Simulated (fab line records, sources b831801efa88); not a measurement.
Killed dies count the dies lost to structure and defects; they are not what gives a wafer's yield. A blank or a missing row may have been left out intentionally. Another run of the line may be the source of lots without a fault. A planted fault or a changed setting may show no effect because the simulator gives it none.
The tool behind it: which one? / flow sky130 / 10 lots, 28 wafers sampled, at 5 steps of a route of 708

== WHAT THE GAUGES READ, wafer by wafer ==
SKY_VIA1_BOW_MEAS_03. Usual: VIA1_BOW gives 80 um (standard deviation 7).
lot=L938; measured=day 34 11:58; on=film metro-03; VIA1_BOW (um)=86 84 79; flag=
lot=L940; measured=day 34 20:15; on=film metro-02; VIA1_BOW (um)=77 80 74; flag=
lot=L946; measured=day 35 12:55; on=film metro-02; VIA1_BOW (um)=80 71 - -; flag=
lot=L948; measured=day 35 14:58; on=film metro-04; VIA1_BOW (um)=82 75 - -; flag=
lot=L952; measured=day 40 22:40; on=film metro-04; VIA1_BOW (um)=83 75 92; flag=
lot=L957; measured=day 41 11:45; on=film metro-03; VIA1_BOW (um)=83 75 75; flag=
lot=L956; measured=day 41 12:25; on=film metro-04; VIA1_BOW (um)=88 86 95; flag=
lot=L958; measured=day 41 14:45; on=film metro-03; VIA1_BOW (um)=86 78 86; flag=
lot=L954; measured=day 41 16:40; on=film metro-04; VIA1_BOW (um)=95 85 68; flag=
lot=L961; measured=day 41 19:55; on=film metro-02; VIA1_BOW (um)=84 80 82; flag=

== EACH LOT AND THE TOOL THAT RAN IT (in order: tool; ch and the chambers of the sampled wafers; start) ==
lot=L938; SKY_CONTACT_ETCH_16=rie diel-03 ch 0,2, day 33 05:08; SKY_METAL1_ETCH_18=rie metal-04 ch 0,1, day 34 10:46; SKY_METAL1_STRIP_20=plasma asher-03 ch 0,1, day 34 10:55; SKY_VIA1_CMP_02=cmp-02 ch 0,3, day 34 11:40
lot=L940; SKY_CONTACT_ETCH_16=rie diel-03 ch 0,2, day 33 15:06; SKY_METAL1_ETCH_18=rie metal-04 ch 0,1, day 34 19:01; SKY_METAL1_STRIP_20=plasma asher-02 ch 1, day 34 19:10; SKY_VIA1_CMP_02=cmp-02 ch 0,2,3, day 34 19:56
lot=L946; SKY_CONTACT_ETCH_16=rie diel-03 ch 1,3, day 34 06:39; SKY_METAL1_ETCH_18=rie metal-01 ch 1, day 35 11:41; SKY_METAL1_STRIP_20=plasma asher-01 ch 0,1, day 35 11:50; SKY_VIA1_CMP_02=cmp-01 ch 0,2, day 35 12:37
lot=L948; SKY_CONTACT_ETCH_16=rie diel-01 ch 0,2, day 34 09:09; SKY_METAL1_ETCH_18=rie metal-02 ch 0,1, day 35 13:41; SKY_METAL1_STRIP_20=plasma asher-01 ch 0,1, day 35 13:50; SKY_VIA1_CMP_02=cmp-01 ch 0,2, day 35 14:49
lot=L952; SKY_CONTACT_ETCH_16=rie diel-01 ch 0,1,2, day 39 17:36; SKY_METAL1_ETCH_18=rie metal-02 ch 0, day 40 21:26; SKY_METAL1_STRIP_20=plasma asher-01 ch 0,1, day 40 21:35; SKY_VIA1_CMP_02=cmp-02 ch 0,2,3, day 40 22:24
lot=L957; SKY_CONTACT_ETCH_16=rie diel-01 ch 0,1,2, day 40 06:39; SKY_METAL1_ETCH_18=rie metal-02 ch 0,1, day 41 10:32; SKY_METAL1_STRIP_20=plasma asher-03 ch 0,1, day 41 10:41; SKY_VIA1_CMP_02=cmp-01 ch 0,2,3, day 41 11:27
lot=L956; SKY_CONTACT_ETCH_16=rie diel-04 ch 0,1,2, day 40 07:18; SKY_METAL1_ETCH_18=rie metal-04 ch 0,1, day 41 11:13; SKY_METAL1_STRIP_20=plasma asher-01 ch 0,1, day 41 11:22; SKY_VIA1_CMP_02=cmp-01 ch 0,1,2, day 41 12:07
lot=L958; SKY_CONTACT_ETCH_16=rie diel-03 ch 0,3, day 40 10:27; SKY_METAL1_ETCH_18=rie metal-04 ch 0,1, day 41 13:32; SKY_METAL1_STRIP_20=plasma asher-01 ch 0,1, day 41 13:41; SKY_VIA1_CMP_02=cmp-01 ch 0,3, day 41 14:27
lot=L954; SKY_CONTACT_ETCH_16=rie diel-03 ch 1,2,3, day 40 11:47; SKY_METAL1_ETCH_18=rie metal-01 ch 0,1, day 41 15:28; SKY_METAL1_STRIP_20=plasma asher-03 ch 0,1, day 41 15:37; SKY_VIA1_CMP_02=cmp-01 ch 0,2,3, day 41 16:22
lot=L961; SKY_CONTACT_ETCH_16=rie diel-04 ch 0,1,2, day 40 15:27; SKY_METAL1_ETCH_18=rie metal-01 ch 0,1, day 41 18:43; SKY_METAL1_STRIP_20=plasma asher-03 ch 0,1, day 41 18:52; SKY_VIA1_CMP_02=cmp-01 ch 1,2,3, day 41 19:37
- SKY_CONTACT_ETCH_16: etches BARC in N2/H2, stops on SiO2, time 45.9 s, target depth 60 nm.
- SKY_METAL1_ETCH_18: etches BARC in N2/H2, stops on SiO2, time 45.9 s, target depth 60 nm.
- SKY_METAL1_STRIP_20: strips in O2/N2.
- SKY_VIA1_CMP_02: polishes SiO2.

== AS READ BY THE TOOLS THEMSELVES (means over the sampled wafers that have a number; for cases with no such wafer, the mark the record gives instead) ==
SKY_CONTACT_ETCH_16. Usual: drypump motor current A 5.7 A, standard deviation 0.57; oes product au 0.855 a.u., standard deviation 0.0047; throttle valve pct 13.225 %, standard deviation 0.0087.
lot=L938; tool=rie diel-03; drypump motor current A (A)=5.0; oes product au (a.u.)=0.861; throttle valve pct (%)=13.235; flag=
lot=L940; tool=rie diel-03; drypump motor current A (A)=5.0; oes product au (a.u.)=0.853; throttle valve pct (%)=13.229; flag=
lot=L946; tool=rie diel-03; drypump motor current A (A)=6.4; oes product au (a.u.)=0.864; throttle valve pct (%)=13.229; flag=
lot=L948; tool=rie diel-01; drypump motor current A (A)=5.3; oes product au (a.u.)=0.858; throttle valve pct (%)=13.226; flag=
lot=L952; tool=rie diel-01; drypump motor current A (A)=5.5; oes product au (a.u.)=0.857; throttle valve pct (%)=13.230; flag=
lot=L957; tool=rie diel-01; drypump motor current A (A)=5.5; oes product au (a.u.)=0.851; throttle valve pct (%)=13.231; flag=
lot=L956; tool=rie diel-04; drypump motor current A (A)=6.3; oes product au (a.u.)=0.850; throttle valve pct (%)=13.224; flag=
lot=L958; tool=rie diel-03; drypump motor current A (A)=6.0; oes product au (a.u.)=0.862; throttle valve pct (%)=13.228; flag=
lot=L954; tool=rie diel-03; drypump motor current A (A)=5.9; oes product au (a.u.)=0.856; throttle valve pct (%)=13.227; flag=
lot=L961; tool=rie diel-04; drypump motor current A (A)=6.3; oes product au (a.u.)=0.855; throttle valve pct (%)=13.216; flag=

SKY_METAL1_ETCH_18. Usual: drypump motor current A 5.5 A, standard deviation 0.31; oes product au 0.854 a.u., standard deviation 0.0049; throttle valve pct 13.225 %, standard deviation 0.0094.
lot=L938; tool=rie metal-04; drypump motor current A (A)=5.8; oes product au (a.u.)=0.856; throttle valve pct (%)=13.229; flag=
lot=L940; tool=rie metal-04; drypump motor current A (A)=5.8; oes product au (a.u.)=0.856; throttle valve pct (%)=13.228; flag=
lot=L946; tool=rie metal-01; drypump motor current A (A)=5.2; oes product au (a.u.)=0.857; throttle valve pct (%)=13.218; flag=
lot=L948; tool=rie metal-02; drypump motor current A (A)=5.8; oes product au (a.u.)=0.851; throttle valve pct (%)=13.219; flag=
lot=L952; tool=rie metal-02; drypump motor current A (A)=5.9; oes product au (a.u.)=0.855; throttle valve pct (%)=13.225; flag=
lot=L957; tool=rie metal-02; drypump motor current A (A)=5.7; oes product au (a.u.)=0.858; throttle valve pct (%)=13.225; flag=
lot=L956; tool=rie metal-04; drypump motor current A (A)=5.8; oes product au (a.u.)=0.855; throttle valve pct (%)=13.225; flag=
lot=L958; tool=rie metal-04; drypump motor current A (A)=5.8; oes product au (a.u.)=0.851; throttle valve pct (%)=13.221; flag=
lot=L954; tool=rie metal-01; drypump motor current A (A)=5.2; oes product au (a.u.)=0.854; throttle valve pct (%)=13.224; flag=
lot=L961; tool=rie metal-01; drypump motor current A (A)=5.2; oes product au (a.u.)=0.851; throttle valve pct (%)=13.221; flag=

SKY_METAL1_STRIP_20. Usual: drypump motor current A 5.62 A, standard deviation 0.27; oes product au 0.343 a.u., standard deviation 0.0053; strip time to endpoint s 2.69 s, standard deviation 0.072.
lot=L938; tool=plasma asher-03; drypump motor current A (A)=5.36; oes product au (a.u.)=0.347; strip time to endpoint s (s)=2.77; flag=
lot=L940; tool=plasma asher-02; drypump motor current A (A)=5.79; oes product au (a.u.)=0.347; strip time to endpoint s (s)=2.76; flag=
lot=L946; tool=plasma asher-01; drypump motor current A (A)=5.84; oes product au (a.u.)=0.336; strip time to endpoint s (s)=2.59; flag=
lot=L948; tool=plasma asher-01; drypump motor current A (A)=5.83; oes product au (a.u.)=0.342; strip time to endpoint s (s)=2.71; flag=
lot=L952; tool=plasma asher-01; drypump motor current A (A)=5.80; oes product au (a.u.)=0.346; strip time to endpoint s (s)=2.77; flag=
lot=L957; tool=plasma asher-03; drypump motor current A (A)=5.36; oes product au (a.u.)=0.343; strip time to endpoint s (s)=2.72; flag=
lot=L956; tool=plasma asher-01; drypump motor current A (A)=5.81; oes product au (a.u.)=0.347; strip time to endpoint s (s)=2.71; flag=
lot=L958; tool=plasma asher-01; drypump motor current A (A)=5.87; oes product au (a.u.)=0.338; strip time to endpoint s (s)=2.67; flag=
lot=L954; tool=plasma asher-03; drypump motor current A (A)=5.35; oes product au (a.u.)=0.338; strip time to endpoint s (s)=2.65; flag=
lot=L961; tool=plasma asher-03; drypump motor current A (A)=5.34; oes product au (a.u.)=0.335; strip time to endpoint s (s)=2.60; flag=

SKY_VIA1_CMP_02. Usual: motor current A 12.4 A, standard deviation 1; slurry filter dp kPa 13.48 kPa, standard deviation 0.14.
lot=L938; tool=cmp-02; motor current A (A)=11.5; slurry filter dp kPa (kPa)=13.55; flag=
lot=L940; tool=cmp-02; motor current A (A)=12.5; slurry filter dp kPa (kPa)=13.46; flag=
lot=L946; tool=cmp-01; motor current A (A)=13.7; slurry filter dp kPa (kPa)=13.54; flag=
lot=L948; tool=cmp-01; motor current A (A)=13.4; slurry filter dp kPa (kPa)=13.26; flag=
lot=L952; tool=cmp-02; motor current A (A)=12.4; slurry filter dp kPa (kPa)=13.48; flag=
lot=L957; tool=cmp-01; motor current A (A)=12.7; slurry filter dp kPa (kPa)=13.33; flag=
lot=L956; tool=cmp-01; motor current A (A)=12.7; slurry filter dp kPa (kPa)=13.56; flag=
lot=L958; tool=cmp-01; motor current A (A)=12.7; slurry filter dp kPa (kPa)=13.45; flag=
lot=L954; tool=cmp-01; motor current A (A)=12.8; slurry filter dp kPa (kPa)=13.36; flag=
lot=L961; tool=cmp-01; motor current A (A)=12.3; slurry filter dp kPa (kPa)=13.56; flag=

== THE ANSWER, worked out from the rows above alone ==
Rule: a lot counts as off when the mean over its wafers that have a number is more than 3 standard deviations away from the usual mean. Also off: a lot with no number at a reading for which 4 or more lots have one. All remaining lots with rows at the step are treated as sound. Order of review: gauges by route order, followed by the tools' own readings, for which a lot's mean as printed above is used. The first step at which some lot is off is used, and at that step the reading that is off furthest; a lot without a number counts as furthest.
Across all readings shown, no lot is off: no conclusion can be drawn from this.

== WHAT THE SIMULATOR PUT IN ==
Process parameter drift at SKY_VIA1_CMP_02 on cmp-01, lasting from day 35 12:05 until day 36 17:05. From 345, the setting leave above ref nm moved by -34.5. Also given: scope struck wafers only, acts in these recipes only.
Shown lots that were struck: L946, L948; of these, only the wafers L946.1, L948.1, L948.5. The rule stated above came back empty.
